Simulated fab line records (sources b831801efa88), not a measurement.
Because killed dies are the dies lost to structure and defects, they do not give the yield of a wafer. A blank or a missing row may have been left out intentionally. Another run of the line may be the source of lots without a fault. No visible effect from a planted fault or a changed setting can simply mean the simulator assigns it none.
fab line records	flow sfq-line
record: lots: 6	wafers: 18	last-day: 75
route steps=325 shown M3@126 I3@133
lots that met no fault: from a run of the same line without faults
start-h: the number of hours between the record's first day and the start of the first shown wafer of the lot	wait-h: hours elapsed since this lot's preceding step	" as in the row above	L1.1+2: one row covering several wafers at once	- either no value or no given start	* or withheld: withheld	< > ~ a bound
route shown NAME@n: a module of which the file shows steps, and the number in the route of the first	usual: average and standard deviation across the fault-free wafers	same: alike in all rows	chamber/n: place in a boat	sites: per-site readings	_std_site: the values' standard deviation	_edge_site: inner sites' mean taken away from outer sites' mean	radius-mm: for every site, how far away it sits from the centre of the wafer	mask NAME#n: copy n	behind: tool/chamber where the wafer was last shaped	hold: the reason the lot was held/the length of the hold in hours/how it ended	device: the n, p or np transistor that did not switch	end of line: at the end of the route, the tests of the same wafers	a step without rows: its recipe alone	killed: not the wafer's yield, but the dies lost to structure and defects at the first sort	map: the dies of a wafer, with x for killed, . for not killed, _ for no die there
set.NAME: setting as actually run; set.NAME@STEP: the setting as run at that earlier step	model.NAME: the simulator's own value behind a step, which no gauge read
lots at selected steps of the route; one table per step, one row per wafer
services: the hour from which a tool's chamber was out of use, counted from the record's first day as start-h (under 0 if before that day), plus the number of hours and why
== steps ==
step: SFQ_TRILAYER_M3_LITHO_PEB_078
recipe: peb-temp-c: 115	peb-time-s: 60	resist: KrF
step: SFQ_TRILAYER_M3_LITHO_DEVELOP_077
recipe: time-s: 60	resist: KrF
step: SFQ_M3_OVL_MEAS_921
usual: M3_OVL: -1/6.6
lot.wafer	tool	chamber	start-h	wait-h	M3_OVL[nm]
L801.4	overlay-02	-	680.43	0.1	-8
L801.5	"	-	"	"	-6
L801.6	"	-	"	"	-9
L805.1	overlay-01	-	707.36	0.1	4
L805.4	"	-	"	"	18
L805.6	"	-	"	"	12
L816.2	overlay-02	-	837.04	0.1	-7
L816.4	"	-	"	"	-2
L816.6	"	-	"	"	-6
L817.1	overlay-02	-	852.63	0.1	1
L817.3	"	-	"	"	6
L817.6	"	-	"	"	9
L819.2	overlay-01	-	864.44	0.1	-9
L819.4	"	-	"	"	-5
L819.5	"	-	"	"	-14
L822.4	overlay-02	-	907.88	0.1	-4
L822.5	"	-	"	"	-8
L822.6	"	-	"	"	-8
step: SFQ_TRILAYER_M3_BARC_OPEN_METAL_ETCH_100
recipe: mask-material: PR	chemistry: O2	target-depth-nm: 125	target: BARC	icp-w: 600	bias-w: 80	pressure-mtorr: 10	time-s: 41.7
usual: chamber-pressure-mTorr: 9.999/0.0097	drypump-motor-current-A: 5.9/0.33	oes-product-au: 0.685/0.0051
lot.wafer	tool	chamber	start-h	wait-h	chamber-pressure-mTorr	drypump-motor-current-A	oes-product-au	rf-hours-counter-h
L801.4	rie-metal-02	0	680.47	0.0	9.975	5.6	0.686	-
L801.5	"	0	"	"	10.000	5.6	0.685	-
L801.6	"	1	"	"	10.001	6.2	0.676	-
L805.1	rie-metal-04	1	707.40	0.0	10.005	5.5	0.690	26
L805.4	"	1	"	"	9.992	5.5	0.693	-
L805.6	"	1	"	"	9.986	5.4	0.684	-
L816.2	rie-metal-02	1	837.07	0.0	10.004	6.2	0.685	91
L816.4	"	0	"	"	10.011	5.6	0.676	-
L816.6	"	0	"	"	9.992	5.6	0.682	-
L817.1	rie-metal-02	1	852.67	0.0	9.991	6.2	0.694	94
L817.3	"	1	"	"	10.001	6.2	0.686	-
L817.6	"	1	"	"	10.001	6.3	0.689	-
L819.2	rie-metal-02	0	864.47	0.0	9.990	5.6	0.689	123
L819.4	"	0	"	"	10.011	5.6	0.690	-
L819.5	"	0	"	"	9.999	5.6	0.674	-
L822.4	rie-metal-03	0	907.92	0.0	10.004	5.8	0.683	-
L822.5	"	0	"	"	10.002	5.9	0.691	-
L822.6	"	1	"	"	10.000	6.0	0.683	-
step: SFQ_TRILAYER_M3_ETCH_METAL_ETCH_078
recipe: target: Nb	stop-on: SiO2	mask-material: PR	chemistry: Cl2/Ar	target-depth-nm: 240	icp-w: 600	bias-w: 80	pressure-mtorr: 10	time-s: 120
step: SFQ_TRILAYER_M3_STRIP_STRIP_079
recipe: gas: O2	power-w: 200	platen-temp-c: 40	overash-fraction: 0.65	chemistry: O2	pressure-mtorr: 50
usual: chamber-pressure-mTorr: 50.00/0.048	drypump-motor-current-A: 5.9/0.34	oes-product-au: 0.998/0.0086
lot.wafer	tool	chamber	start-h	wait-h	chamber-pressure-mTorr	drypump-motor-current-A	oes-product-au	rf-hours-counter-h
L801.4	rie-metal-02	0	680.84	0.2	50.01	5.6	0.993	-
L801.5	"	0	"	"	49.91	5.6	0.988	-
L801.6	"	1	"	"	49.96	6.3	1.000	-
L805.1	rie-metal-04	1	707.59	0.1	50.03	5.4	0.997	27
L805.4	"	1	"	"	50.06	5.4	0.996	-
L805.6	"	1	"	"	49.94	5.4	0.987	-
L816.2	rie-metal-02	1	837.25	0.1	50.04	6.2	0.998	91
L816.4	"	0	"	"	50.01	5.6	0.970	-
L816.6	"	0	"	"	49.96	5.6	0.979	-
L817.1	rie-metal-02	1	852.85	0.1	50.07	6.2	1.003	94
L817.3	"	1	"	"	50.07	6.2	1.009	-
L817.6	"	1	"	"	49.84	6.2	1.010	-
L819.2	rie-metal-02	0	864.65	0.1	49.98	5.6	0.989	123
L819.4	"	0	"	"	50.02	5.6	0.983	-
L819.5	"	0	"	"	49.97	5.6	0.982	-
L822.4	rie-metal-03	0	908.28	0.2	49.96	5.9	1.006	-
L822.5	"	0	"	"	49.98	5.9	1.005	-
L822.6	"	1	"	"	50.01	6.0	0.996	-
step: SFQ_TRILAYER_M3_STRIP_SOLV_CLEAN_080
recipe: chemistry: NMP	temp-c: 70	time-s: 600
step: SFQ_TRILAYER_I3_DEP_PECVD_081
recipe: material: SiO2	temp-c: 150	time-s: 111.11	pressure-torr: 2.4	rf-w: 183.3	precursor: SiH4/N2O	target-thk-nm: 500
usual: heater-power-w: 90/17	susceptor-temp-C: 150.00/0.15	throttle-valve-pct: 24.2/1.1
lot.wafer	tool	chamber	start-h	wait-h	heater-power-w	susceptor-temp-C	throttle-valve-pct
L801.4	pecvd-02	2	681.45	0.0	127	150.13	24.2
L801.5	"	0	"	"	104	149.69	21.9
L801.6	"	1	"	"	83	149.83	23.7
L805.1	pecvd-02	2	708.36	0.0	126	149.71	24.0
L805.4	"	0	"	"	103	149.96	22.2
L805.6	"	1	"	"	79	150.07	23.9
L816.2	pecvd-03	0	838.03	0.0	99	150.01	23.0
L816.4	"	2	"	"	105	149.98	24.1
L816.6	"	1	"	"	79	150.03	24.9
L817.1	pecvd-02	2	853.63	0.0	119	149.92	24.4
L817.3	"	0	"	"	94	149.79	23.1
L817.6	"	2	"	"	124	149.82	24.2
L819.2	pecvd-04	2	865.43	0.0	64	149.99	23.9
L819.4	"	0	"	"	87	150.10	27.4
L819.5	"	1	"	"	86	149.92	25.2
L822.4	pecvd-02	2	908.91	0.0	110	150.33	24.4
L822.5	"	1	"	"	76	150.21	24.3
L822.6	"	0	"	"	97	149.95	23.6
step: SFQ_TRILAYER_I3_CMP_CMP_082
recipe: material: SiO2	down-force-psi: 3	platen-rpm: 60	pad-velocity-m-s: 0.94248
step: SFQ_I3_BOW_MEAS_922
recipe: mode: bow
usual: I3_BOW: 2/8.5
lot.wafer	tool	chamber	start-h	wait-h	I3_BOW[um]
L801.4	film-metro-01	-	703.39	1.6	-1
L801.5	"	-	"	"	0
L801.6	"	-	"	"	-8
L805.1	film-metro-04	-	727.33	2.0	-9
L805.4	"	-	"	"	-4
L805.6	"	-	"	"	-5
L816.2	film-metro-04	-	862.35	1.5	13
L816.4	"	-	"	"	8
L816.6	"	-	"	"	8
L817.1	film-metro-01	-	877.68	2.0	1
L817.3	"	-	"	"	17
L817.6	"	-	"	"	0
L819.2	film-metro-01	-	892.35	1.0	5
L819.4	"	-	"	"	-1
L819.5	"	-	"	"	10
L822.4	film-metro-03	-	926.70	1.1	4
L822.5	"	-	"	"	20
L822.6	"	-	"	"	10
step: SFQ_TRILAYER_I3_METRO_MEASURE_083
usual: thk-nm: 200.4/0.92
lot.wafer	tool	chamber	start-h	wait-h	thk-nm
L801.4	film-metro-01	-	704.05	0.6	200.7
L801.5	"	-	"	"	199.8
L801.6	"	-	"	"	200.8
L805.1	film-metro-04	-	727.45	0.1	200.0
L805.4	"	-	"	"	199.9
L805.6	"	-	"	"	199.2
L816.2	film-metro-04	-	862.65	0.3	201.2
L816.4	"	-	"	"	200.0
L816.6	"	-	"	"	200.2
L817.1	film-metro-01	-	877.80	0.1	200.6
L817.3	"	-	"	"	201.0
L817.6	"	-	"	"	200.3
L819.2	film-metro-01	-	892.65	0.3	199.5
L819.4	"	-	"	"	200.5
L819.5	"	-	"	"	200.4
L822.4	film-metro-03	-	927.36	0.6	200.7
L822.5	"	-	"	"	200.3
L822.6	"	-	"	"	200.0
step: SFQ_TRILAYER_I3_VIA_LITHO_COAT_090
recipe: resist: BARC	spin-rpm: 3000	resist-thk-nm: 62
step: SFQ_TRILAYER_I3_VIA_LITHO_COAT_085
recipe: resist: KrF	spin-rpm: 3000	resist-thk-nm: 650
usual: spin-speed-rpm: 2999.9/1.9
lot.wafer	tool	chamber	start-h	wait-h	spin-speed-rpm	model.KrF_of_TRILAYER_I3_VIA_LITHO_COAT_085.thk-nm
L801.4	litho-track-01	0	705.10	0.2	3001.9	651
L801.5	"	0	"	"	3001.2	648.3
L801.6	"	0	"	"	3003.8	648.1
L805.1	litho-track-04	0	729.10	0.2	2997.6	648.7
L805.4	"	0	"	"	3000.3	651.1
L805.6	"	0	"	"	2998.8	650.4
L816.2	litho-track-01	0	864.00	0.2	2997.3	651.8
L816.4	"	0	"	"	3001.9	650
L816.6	"	0	"	"	3000.7	650.7
L817.1	litho-track-04	0	879.30	0.2	2732.5	685.7
L817.3	"	0	"	"	2730.9	686
L817.6	"	0	"	"	2731.9	685.1
L819.2	litho-track-04	0	894.00	0.2	2731.4	683.6
L819.4	"	0	"	"	2732.7	683
L819.5	"	0	"	"	2733.1	680.9
L822.4	litho-track-03	0	928.41	0.2	2996.0	651.4
L822.5	"	0	"	"	3001.0	648.2
L822.6	"	0	"	"	3003.4	650
step: SFQ_TRILAYER_I3_VIA_LITHO_SOFTBAKE_089
recipe: temp-c: withheld	time-s: withheld	resist: KrF
step: SFQ_TRILAYER_I3_VIA_LITHO_EXPOSE_086
recipe: mask-id: I3	na: 0.6	source-shape: conventional	sigma-outer: 0.65	target-cd-nm: 500	dose-mj: 21.3
step: SFQ_TRILAYER_I3_VIA_LITHO_PEB_088
recipe: peb-temp-c: 115	peb-time-s: 60	resist: KrF
step: SFQ_TRILAYER_I3_VIA_LITHO_DEVELOP_087
recipe: time-s: 60	resist: KrF
step: SFQ_I3_OVL_MEAS_923
usual: I3_OVL: -1/4.9
lot.wafer	tool	chamber	start-h	wait-h	I3_OVL[nm]
L801.4	overlay-01	-	763.75	0.1	2
L801.5	"	-	"	"	2
L801.6	"	-	"	"	-1
L805.1	overlay-01	-	792.63	0.1	2
L805.4	"	-	"	"	1
L805.6	"	-	"	"	4
L816.2	overlay-01	-	925.87	0.1	-7
L816.4	"	-	"	"	2
L816.6	"	-	"	"	-4
L817.1	overlay-02	-	940.26	0.1	2
L817.3	"	-	"	"	2
L817.6	"	-	"	"	0
L819.2	overlay-02	-	953.47	0.1	-4
L819.4	"	-	"	"	2
L819.5	"	-	"	"	-1
L822.4	overlay-02	-	988.38	0.1	-5
L822.5	"	-	"	"	0
L822.6	"	-	"	"	-5
step: SFQ_TRILAYER_I3_VIA_BARC_OPEN_VIA_ETCH_121
recipe: mask-material: PR	chemistry: O2	target-depth-nm: 125	target: BARC	source-w: 500	bias-w: 80	pressure-mtorr: 30	time-s: 41.7
step: SFQ_TRILAYER_I3_VIA_ETCH_VIA_ETCH_088
recipe: target: SiO2	stop-on: Nb	mask-material: PR	taper-deg: 20	chemistry: CHF3	target-depth-nm: 260	source-w: 500	bias-w: 80	pressure-mtorr: 30	time-s: withheld
usual: chamber-pressure-mTorr: 30.000/0.029	drypump-motor-current-A: 5.6/0.34	oes-product-au: 0.855/0.0051
lot.wafer	tool	chamber	start-h	wait-h	chamber-pressure-mTorr	drypump-motor-current-A	oes-product-au	model.KrF_of_TRILAYER_I3_VIA_LITHO_COAT_085.thk-nm
L801.4	rie-diel-02	2	763.87	0.1	30.035	6.0	0.855	528.6
L801.5	"	0	"	"	30.014	5.7	0.844	528.3
L801.6	"	1	"	"	29.950	5.2	0.856	527.3
L805.1	rie-diel-02	3	792.71	0.0	30.067	6.0	0.838	529.5
L805.4	"	2	"	"	29.999	6.0	0.851	529.4
L805.6	"	3	"	"	29.956	6.0	0.851	531.1
L816.2	rie-diel-01	3	925.94	0.0	30.028	5.4	0.854	531.2
L816.4	"	2	"	"	30.006	5.6	0.856	528
L816.6	"	2	"	"	30.000	5.7	0.855	529.1
L817.1	rie-diel-02	0	940.34	0.0	29.958	5.8	0.852	566.3
L817.3	"	3	"	"	30.012	6.0	0.863	567.1
L817.6	"	1	"	"	30.028	5.2	0.857	564.6
L819.2	rie-diel-02	0	953.54	0.0	29.992	5.7	0.860	564.7
L819.4	"	1	"	"	29.960	5.1	0.853	562.2
L819.5	"	2	"	"	30.017	6.0	0.860	557.1
L822.4	rie-diel-03	1	988.44	0.0	29.979	5.5	0.858	530.7
L822.5	"	1	"	"	29.963	5.4	0.855	526.9
L822.6	"	2	"	"	30.045	5.4	0.855	528.2
step: SFQ_TRILAYER_I3_VIA_STRIP_STRIP_089
recipe: gas: O2	power-w: 200	platen-temp-c: 40	overash-fraction: 0.65	chemistry: O2	pressure-mtorr: 50
usual: chamber-pressure-mTorr: 49.99/0.05	drypump-motor-current-A: 5.87/0.2	oes-product-au: 0.995/0.0088
lot.wafer	tool	chamber	start-h	wait-h	chamber-pressure-mTorr	drypump-motor-current-A	oes-product-au	rf-hours-counter-h
L801.4	rie-metal-03	1	764.52	-	49.93	5.95	0.996	-
L801.5	"	1	"	"	49.97	5.94	0.985	-
L801.6	"	1	"	"	49.94	5.96	0.988	-
L805.1	rie-metal-01	1	792.82	-	49.92	5.82	0.981	121
L805.4	"	0	"	"	50.01	5.76	0.998	-
L805.6	"	1	"	"	50.01	5.84	0.975	-
L816.2	rie-metal-01	0	926.05	-	49.98	5.77	0.997	6
L816.4	"	0	"	"	49.97	5.76	0.997	-
L816.6	"	1	"	"	50.03	5.87	0.997	-
L817.1	rie-metal-02	0	940.45	-	49.94	5.60	0.992	137
L817.3	"	0	"	"	50.02	5.62	1.003	-
L817.6	"	0	"	"	50.04	5.62	0.992	-
L819.2	rie-metal-01	0	953.65	-	50.02	5.74	0.992	11
L819.4	"	0	"	"	49.97	5.76	1.006	-
L819.5	"	1	"	"	49.99	5.86	0.985	-
L822.4	rie-metal-02	1	988.75	-	50.09	6.23	0.995	-
L822.5	"	1	"	"	50.03	6.24	1.007	-
L822.6	"	0	"	"	49.99	5.61	0.993	-
== services ==
tool	chamber	start-h	hours	kind
rie-diel-02	1	663.58	6.0	repair
film-metro-01	-	667.80	0.5	pm
film-metro-04	-	685.57	0.4	pm
rie-diel-02	3	695.10	1.7	repair
rie-diel-02	2	698.29	11.8	repair
film-metro-01	-	711.93	1.4	pm
pecvd-02	0	728.92	18.9	repair
pecvd-02	-	734.33	2.8	pm
rie-metal-03	1	735.50	4.4	repair
rie-diel-02	3	762.68	6.5	repair
rie-metal-01	-	768.60	1.4	pm
rie-metal-01	-	825.22	0.3	repair
rie-metal-01	1	837.49	19.2	repair
film-metro-01	-	851.17	2.0	pm
rie-metal-01	-	869.04	2.8	pm
rie-diel-02	0	891.35	4.0	repair
rie-metal-01	-	907.49	0.7	repair
film-metro-01	-	912.80	0.3	pm
rie-metal-02	1	915.54	1.7	repair
rie-diel-02	2	923.01	8.2	repair
rie-metal-02	-	924.60	1.2	repair
pecvd-02	-	933.67	0.6	repair
rie-metal-03	-	945.08	13.5	repair
film-metro-01	-	957.00	0.5	pm
== key ==
first-sign: step: SFQ_TRILAYER_I3_VIA_LITHO_COAT_085	reading: spin-speed-rpm	direction: down	sigmas: 99+	usual: 2999.9	struck: 2732.1
effect none on later readings
model-effect: step: SFQ_TRILAYER_I3_VIA_LITHO_COAT_085	value: KrF_of_TRILAYER_I3_VIA_LITHO_COAT_085.thk-nm	without: 652.8	struck: 684
model-effect: step: SFQ_TRILAYER_I3_VIA_ETCH_VIA_ETCH_088	value: KrF_of_TRILAYER_I3_VIA_LITHO_COAT_085.thk-nm	without: 532.4	struck: 563.7
met-at SFQ_TRILAYER_I3_VIA_LITHO_COAT_085
struck-wafers L817.1,L817.3,L817.6,L819.2,L819.4,L819.5
onset-between 729.10 879.30
fault: kind: process-parameter-drift	tool: litho-track-04	chamber: -	onset-h: 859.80	steps: SFQ_TRILAYER_I3_VIA_LITHO_COAT_085	channel: spin-rpm	offset: -267.81	shape: step	end-h: 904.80	acts-in: these-recipes-only	stated: 3000
